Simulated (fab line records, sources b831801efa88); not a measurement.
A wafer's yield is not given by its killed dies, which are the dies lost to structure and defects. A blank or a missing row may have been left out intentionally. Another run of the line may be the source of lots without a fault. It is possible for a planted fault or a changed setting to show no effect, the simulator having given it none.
Which tool is to blame? || flow sky130 || 11 lots (33 wafers sampled), 1 step of a 708-step route

WHAT THE GAUGES SHOWED, per wafer
SKY_CAP2M_THK_MEAS_04: measures by xrf. Usual: CAP2M_TIN_THK typically reads 203.4 nm, with standard deviation 2.4.
{"lot": "L925", "measured": "day 39 12:13", "on": "film-metro-02", "CAP2M_TIN_THK (nm)": "200.7 200.5 203.1", "flag": ""}
{"lot": "L929", "measured": "day 41 03:39", "on": "film-metro-01", "CAP2M_TIN_THK (nm)": "204.9 202.0 201.0", "flag": ""}
{"lot": "L930", "measured": "day 41 07:36", "on": "film-metro-01", "CAP2M_TIN_THK (nm)": "202.0 203.1 202.0", "flag": ""}
{"lot": "L931", "measured": "day 41 09:51", "on": "film-metro-01", "CAP2M_TIN_THK (nm)": "197.5 198.7 197.2", "flag": ""}
{"lot": "L932", "measured": "day 41 16:38", "on": "film-metro-02", "CAP2M_TIN_THK (nm)": "201.1 202.8 202.3", "flag": ""}
{"lot": "L933", "measured": "day 41 23:23", "on": "film-metro-03", "CAP2M_TIN_THK (nm)": "202.4 205.6 205.5", "flag": ""}
{"lot": "L934", "measured": "day 42 13:24", "on": "film-metro-01", "CAP2M_TIN_THK (nm)": "205.7 202.6 203.0", "flag": ""}
{"lot": "L936", "measured": "day 42 21:36", "on": "film-metro-01", "CAP2M_TIN_THK (nm)": "206.9 207.4 207.1", "flag": ""}
{"lot": "L944", "measured": "day 44 23:41", "on": "film-metro-01", "CAP2M_TIN_THK (nm)": "204.5 204.6 202.9", "flag": ""}
{"lot": "L947", "measured": "day 45 19:00", "on": "film-metro-03", "CAP2M_TIN_THK (nm)": "204.8 205.5 202.5", "flag": ""}
{"lot": "L948", "measured": "day 46 01:41", "on": "film-metro-02", "CAP2M_TIN_THK (nm)": "199.6 199.6 200.7", "flag": ""}

WHAT TOOL EACH LOT RAN ON (gives the tool, then ch and the chambers of the sampled wafers, and finally the start)
No process step before these readings appears in the record.

AS READ BY THE TOOLS THEMSELVES (means over the sampled wafers that have a number; for cases with no such wafer, the mark the record gives instead)
The record holds no such reading with a usual standard deviation.

THE ANSWER, worked out from the rows above alone
Rule: a lot is off if the mean of its wafers that have a number lies more than 3 standard deviations from the usual mean. A lot without any number at a reading at which 4 lots or more have one is off too. Any other lot the step has rows for is counted as sound. First the gauges in route order, then the tools' own readings, where a lot's mean is used as printed above. The first step at which some lot is off is used, and at that step the reading that is off furthest; a lot without a number counts as furthest.
No lot is off at any reading shown: from this, nothing can be told.

WHAT THE SIMULATOR PUT IN
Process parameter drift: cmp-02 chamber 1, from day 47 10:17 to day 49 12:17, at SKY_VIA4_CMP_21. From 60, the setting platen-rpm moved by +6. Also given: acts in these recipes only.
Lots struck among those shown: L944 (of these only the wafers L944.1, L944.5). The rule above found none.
